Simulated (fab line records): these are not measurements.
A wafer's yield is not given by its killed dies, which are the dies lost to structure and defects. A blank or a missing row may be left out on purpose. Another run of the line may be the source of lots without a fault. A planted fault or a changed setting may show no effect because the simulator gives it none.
Which tool was responsible? | flow sky130 | 11 lots with 33 wafers sampled at 5 steps, on a route of 708 steps

## WHAT THE GAUGES SHOWED, per wafer
No reading from a measuring or inspecting step in the record can be judged against a usual standard deviation.

## WHICH TOOL RAN EACH LOT (tool, then ch and the chambers of the sampled wafers, then the start)
lot  | SKY_VIA1_SPUTTER_20          | SKY_METAL2_SPUTTER_01        | SKY_METAL2_DESCUM_17              | SKY_METAL2_ETCH_18                | SKY_PAD_OPEN_PROBE_99
L673 | pvd sputter-03, day 34 01:56 | pvd sputter-02, day 34 02:35 | rie metal-03 ch 0,1, day 35 04:55 | rie metal-03 ch 0,1, day 35 04:57 | -
L675 | pvd sputter-02, day 35 04:18 | pvd sputter-01, day 35 04:58 | rie metal-03 ch 0,1, day 36 07:22 | rie metal-03 ch 0,1, day 36 07:24 | -
L678 | pvd sputter-02, day 36 02:57 | pvd sputter-01, day 36 03:37 | rie metal-01 ch 0,1, day 37 05:52 | rie metal-01 ch 0,1, day 37 05:54 | -
L679 | pvd sputter-03, day 36 17:48 | pvd sputter-04, day 36 18:27 | rie metal-03 ch 0,1, day 37 20:47 | rie metal-03 ch 0,1, day 37 20:49 | -
L682 | pvd sputter-03, day 37 04:42 | pvd sputter-02, day 37 05:21 | rie metal-01 ch 0,1, day 38 06:59 | rie metal-01 ch 0,1, day 38 07:01 | -
L683 | pvd sputter-02, day 37 13:42 | pvd sputter-04, day 37 14:21 | rie metal-01 ch 0,1, day 38 15:35 | rie metal-01 ch 0,1, day 38 15:37 | -
L686 | pvd sputter-02, day 39 11:33 | pvd sputter-02, day 39 12:13 | rie metal-04 ch 0, day 40 12:34   | rie metal-04 ch 0, day 40 12:36   | prober-01, day 49 20:59
L689 | pvd sputter-03, day 39 12:52 | pvd sputter-02, day 39 13:31 | rie metal-03 ch 0,1, day 40 14:03 | rie metal-03 ch 0,1, day 40 14:06 | prober-01, day 49 22:35
L690 | pvd sputter-02, day 39 21:51 | pvd sputter-04, day 39 22:31 | rie metal-04 ch 0,1, day 40 23:22 | rie metal-04 ch 0,1, day 40 23:24 | -
L693 | pvd sputter-03, day 41 07:21 | pvd sputter-01, day 41 08:01 | rie metal-01 ch 0, day 42 07:28   | rie metal-01 ch 0, day 42 07:30   | -
L694 | pvd sputter-03, day 41 12:04 | pvd sputter-01, day 41 12:43 | rie metal-01 ch 0,1, day 42 12:34 | rie metal-01 ch 0,1, day 42 12:36 | -
- SKY_VIA1_SPUTTER_20: material TiN, target thk 20 nm, time 80 s.
- SKY_METAL2_SPUTTER_01: material TiN, target thk 20 nm, time 16.7 s.
- SKY_METAL2_DESCUM_17: chemistry O2, time 8 s.
- SKY_METAL2_ETCH_18: etches BARC in N2/H2, stops on SiO2, time 45.9 s, target depth 60 nm.
- SKY_PAD_OPEN_PROBE_99

## WHAT THE TOOLS THEMSELVES READ (means of the sampled wafers that have a number; where no wafer has one, the mark that the record gives instead)
SKY_VIA1_SPUTTER_20.
lot  | tool           | cathode dc power W (W) | chamber pressure pa (Pa) | throttle valve pct (%)
L673 | pvd sputter-03 | 3999.6                 | 4.998                    | 29.3
L675 | pvd sputter-02 | 4000.1                 | 5.010                    | 29.4
L678 | pvd sputter-02 | 3999.5                 | 5.001                    | 29.9
L679 | pvd sputter-03 | 3999.7                 | 5.005                    | 28.7
L682 | pvd sputter-03 | 3999.6                 | 5.001                    | 29.8
L683 | pvd sputter-02 | 3999.4                 | 5.006                    | 29.5
L686 | pvd sputter-02 | 3999.2                 | 4.995                    | 29.3
L689 | pvd sputter-03 | 3999.9                 | 4.997                    | 29.3
L690 | pvd sputter-02 | 3999.9                 | 4.995                    | 29.3
L693 | pvd sputter-03 | 3999.8                 | 5.005                    | 28.8
L694 | pvd sputter-03 | 3999.8                 | 4.990                    | 30.0

SKY_METAL2_SPUTTER_01.
lot  | tool           | cathode dc power W (W) | chamber pressure pa (Pa) | throttle valve pct (%)
L673 | pvd sputter-02 | 6500.2                 | 0.3998                   | 28.9
L675 | pvd sputter-01 | 6501.1                 | 0.3997                   | 30.6
L678 | pvd sputter-01 | 6500.2                 | 0.3996                   | 30.6
L679 | pvd sputter-04 | 6500.0                 | 0.4001                   | 31.0
L682 | pvd sputter-02 | 6500.6                 | 0.3996                   | 29.0
L683 | pvd sputter-04 | 6500.2                 | 0.4000                   | 30.1
L686 | pvd sputter-02 | -                      | -                        | -
L689 | pvd sputter-02 | -                      | -                        | -
L690 | pvd sputter-04 | -                      | -                        | -
L693 | pvd sputter-01 | 6500.5                 | 0.4003                   | 30.1
L694 | pvd sputter-01 | 6500.9                 | 0.4012                   | 30.6

SKY_METAL2_DESCUM_17.
lot  | tool         | chamber pressure mTorr (mTorr) | drypump motor current A (A) | oes product au (a.u.) | rf fwd power W (W)
L673 | rie metal-03 | 10.000                         | 5.88                        | 1.001                 | 146.8
L675 | rie metal-03 | 10.009                         | 5.88                        | 1.003                 | 146.4
L678 | rie metal-01 | 9.997                          | 5.86                        | 0.991                 | 147.8
L679 | rie metal-03 | 10.006                         | 6.10                        | 1.006                 | 146.7
L682 | rie metal-01 | 9.998                          | 5.82                        | 0.987                 | 147.5
L683 | rie metal-01 | 10.003                         | 5.84                        | 0.993                 | 148.0
L686 | rie metal-04 | 10.004                         | 5.45                        | 0.996                 | 147.6
L689 | rie metal-03 | 9.994                          | 6.09                        | 0.995                 | 147.0
L690 | rie metal-04 | 9.999                          | 5.72                        | 1.006                 | 147.4
L693 | rie metal-01 | 10.000                         | 5.87                        | 0.988                 | 147.7
L694 | rie metal-01 | 9.994                          | 5.83                        | 0.995                 | 147.9

SKY_METAL2_ETCH_18.
lot  | tool         | bias w (W) | chamber pressure mTorr (mTorr) | drypump motor current A (A) | oes product au (a.u.) | rf fwd power W (W) | throttle valve pct (%)
L673 | rie metal-03 | 100.0      | 29.989                         | 5.91                        | 0.856                 | 493.0              | 13.228
L675 | rie metal-03 | 100.3      | 29.992                         | 5.91                        | 0.855                 | 492.9              | 13.232
L678 | rie metal-01 | 100.4      | 29.968                         | 5.86                        | 0.858                 | 495.8              | 13.229
L679 | rie metal-03 | 99.9       | 29.990                         | 6.09                        | 0.852                 | 492.2              | 13.214
L682 | rie metal-01 | 100.3      | 29.985                         | 5.84                        | 0.851                 | 497.5              | 13.223
L683 | rie metal-01 | 99.8       | 29.999                         | 5.83                        | 0.850                 | 495.8              | 13.222
L686 | rie metal-04 | 100.3      | 30.028                         | 5.47                        | 0.857                 | 496.0              | 13.219
L689 | rie metal-03 | 100.1      | 30.018                         | 6.10                        | 0.850                 | 492.3              | 13.227
L690 | rie metal-04 | 100.1      | 30.028                         | 5.71                        | 0.855                 | 496.7              | 13.216
L693 | rie metal-01 | 99.9       | 29.986                         | 5.86                        | 0.856                 | 497.4              | 13.236
L694 | rie metal-01 | 100.3      | 30.023                         | 5.84                        | 0.850                 | 496.0              | 13.228

SKY_PAD_OPEN_PROBE_99.
lot  | tool      | defect limited yield (%) | killed_at_M0_to_M3 | killed_at_M4_up | killed at contacts | killed at front end | killed at other | killed dies | killed open | killed short | sort_bin_3_pad_short (%) | sort_bin_5_function (%) | sort_bin_6_memory (%) | sort n pass | sort yield pct (%)
L686 | prober-01 | 84.0                     | 37                 | 3.3             | 23                 | 15                  | 0.0             | 79          | 43          | 36           | 0.7                      | 9.3                     | 6.0                   | 413         | 84.0
L689 | prober-01 | 82.4                     | 48                 | 5.0             | 18                 | 15                  | 0.3             | 86          | 45          | 42           | 1.1                      | 11.3                    | 5.1                   | 406         | 82.4

## THE ANSWER, worked out from the rows above alone
Rule: the lots themselves supply what counts as usual. Put in order of their means at a reading, lots are off if they are a third of the lots or fewer, leave a main group of 4 or more, and stand apart from it by a gap of 3 or more times the standard deviation of the main group's means; of several such gaps the widest counts. If all means in a main group match to the digits the tables above print for the reading, that group is not used. Also off: a lot with no number at a reading for which 4 or more lots have one. Where the step has rows for the other lots, those lots are counted as sound. After the gauges, taken in route order, come the tools' own readings; for these a lot's mean is taken, as printed above. The first step at which some lot is off is used, and at that step the reading that is off furthest; a lot without a number counts as furthest.
Off: L686, L689, L690 (SKY_METAL2_SPUTTER_01, cathode dc power W). Without a number there: L686, L689, L690. The main group: mean 6500.5 W, standard deviation 0.36.
If a tool, at that step or one of the process steps before it, ran each lot that is off and ran no sound lot following the first of them, it fits. Of those tried, none fits.

## WHAT THE SIMULATOR PUT IN
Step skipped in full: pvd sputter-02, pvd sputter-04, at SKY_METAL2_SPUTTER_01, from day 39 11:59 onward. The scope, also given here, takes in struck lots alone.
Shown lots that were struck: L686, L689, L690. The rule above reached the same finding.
